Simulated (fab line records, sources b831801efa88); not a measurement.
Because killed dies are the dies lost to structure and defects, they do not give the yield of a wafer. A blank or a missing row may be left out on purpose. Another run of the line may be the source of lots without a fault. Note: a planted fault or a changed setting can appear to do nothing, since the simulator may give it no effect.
Which tool was responsible? + flow sky130 + 18 wafers from 6 lots sampled at 2 of the route's 708 steps

WHAT THE GAUGES READ, wafer by wafer
SKY_SONOS_ONO_THK_MEAS_01.
| lot  | measured     | on            | SONOS_ONO_OXIDATION_THK (nm) |
|------|--------------|---------------|------------------------------|
| L574 | day 12 01:45 | film metro-03 | 2.58 2.64 2.63               |
| L577 | day 13 05:25 | film metro-01 | 2.64 2.69 2.71               |
| L581 | day 14 05:42 | film metro-04 | 2.53 2.65 2.60               |
| L584 | day 15 08:55 | film metro-01 | 2.53 2.47 2.52               |
| L592 | day 17 23:40 | film metro-04 | 1.71 1.67 1.74               |
| L594 | day 18 22:42 | film metro-03 | 2.53 2.59 2.57               |

TOOL THAT RAN EACH LOT (tool first, then ch and the chambers of the sampled wafers, then the start)
| lot  | SKY_SONOS_ONO_OXIDATION_00    |
|------|-------------------------------|
| L574 | furnace-02 ch 0, day 12 00:25 |
| L577 | furnace-02 ch 0, day 13 04:04 |
| L581 | furnace-02 ch 0, day 14 04:20 |
| L584 | furnace-01 ch 0, day 15 07:34 |
| L592 | furnace-01 ch 0, day 17 22:19 |
| L594 | furnace-02 ch 0, day 18 21:20 |
- SKY_SONOS_ONO_OXIDATION_00: stabilise 600 s, purge 300 s, target thk 2.6 nm.

THE ANSWER, worked out from the rows above alone
Rule: usual is defined by the lots themselves. Put in order of their means at a reading, lots are off if they are a third of the lots or fewer, leave a main group of 4 or more, and stand apart from it by a gap of 3 or more times the standard deviation of the main group's means; of several such gaps the widest counts. A main group whose means are all the same, to the digits that the tables above print for the reading, isn't used. Also off: a lot with no number at a reading for which 4 or more lots have one. The other lots that the step has rows for count as sound.
Off: L592, seen at SKY_SONOS_ONO_THK_MEAS_01 (SONOS_ONO_OXIDATION_THK). For the main group the mean is 2.59 nm and the standard deviation 0.057.
A tool fits if, at a process step before that reading, it ran every lot that is off, and no sound lot after the first of them. The gauges at SKY_SONOS_ONO_THK_MEAS_01 are tried like those tools. Can't be told from this: 2 tools fit, furnace-01 at SKY_SONOS_ONO_OXIDATION_00, film metro-04 at SKY_SONOS_ONO_THK_MEAS_01.

WHAT WAS PUT IN BY THE SIMULATOR
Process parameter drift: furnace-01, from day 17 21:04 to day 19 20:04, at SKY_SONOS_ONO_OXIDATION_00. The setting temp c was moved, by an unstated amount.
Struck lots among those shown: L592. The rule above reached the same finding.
